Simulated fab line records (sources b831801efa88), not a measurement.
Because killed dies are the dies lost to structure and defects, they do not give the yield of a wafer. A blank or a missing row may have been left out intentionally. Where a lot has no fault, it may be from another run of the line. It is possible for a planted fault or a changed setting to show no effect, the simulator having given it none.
Matching of chambers	flow gf180mcu	cmp-02 running GF_V1_CMP_26: 4 sister chambers
The step polishes, stops on SiO2, t overpolish 15 s, target thk 0 nm. 8 wafers are shown with their chamber, then 12 later ones without.

WAFERS, EACH WITH ITS CHAMBER
wafer	chamber	motor_current_A (A)	time_to_endpoint_s (s)
L080.5	1	12.2	82
L082.2	3	11.5	83
L082.3	2	12.0	84
L083.2	2	11.9	83
L083.5	0	11.8	81
L086.3	1	12.3	81
L086.5	3	10.9	78
L086.6	0	11.7	81

WAFERS MISSING THEIR CHAMBER
wafer	motor_current_A (A)	time_to_endpoint_s (s)
L088.1	12.6	84
L088.2	12.5	86
L088.5	11.6	83
L090.2	11.0	86
L090.3	12.4	91
L090.6	12.1	94
L092.1	11.0	89
L092.3	11.4	91
L092.4	12.6	90
L095.2	12.6	85
L095.4	12.5	86
L095.6	12.0	81

THE CHAMBER EACH PASSED THROUGH
wafer	from the rows above	in truth
L088.1	can't be placed: 1 or 2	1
L088.2	can't be placed: 1 or 2 or 0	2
L088.5	can't be placed: 0 or 2 or 3 or 1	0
L090.2	can't be placed: 3 or 0 or 2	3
L090.3	can't be placed: 2 or 1 or 0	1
L090.6	can't be placed: 2 or 1 or 0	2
L092.1	can't be placed: 3 or 2 or 0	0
L092.3	can't be placed: 2 or 0 or 3 or 1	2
L092.4	can't be placed: 2 or 1 or 0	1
L095.2	can't be placed: 1 or 2 or 0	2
L095.4	can't be placed: 1 or 2 or 0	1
L095.6	can't be placed: 0 or 1 or 2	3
Placed correctly: 0 of 12. Not placeable from these rows: 12 (in 11, the candidates include the true chamber). Placed wrongly: 0.
How it was worked out, from the rows above alone: a wafer's distance from a chamber is the root of the sum, over the readings, of the square of ((its reading less the chamber's mean) divided by the reading's scatter). The wafer belongs to the nearest chamber; if the next one is less than 2 further off, it can't be placed. Each chamber's mean is taken over the wafers shown for it. The scatter: take each reading less its chamber's mean, square it, sum over the shown wafers, divide by the number of wafers less the number of chambers, and take the root.
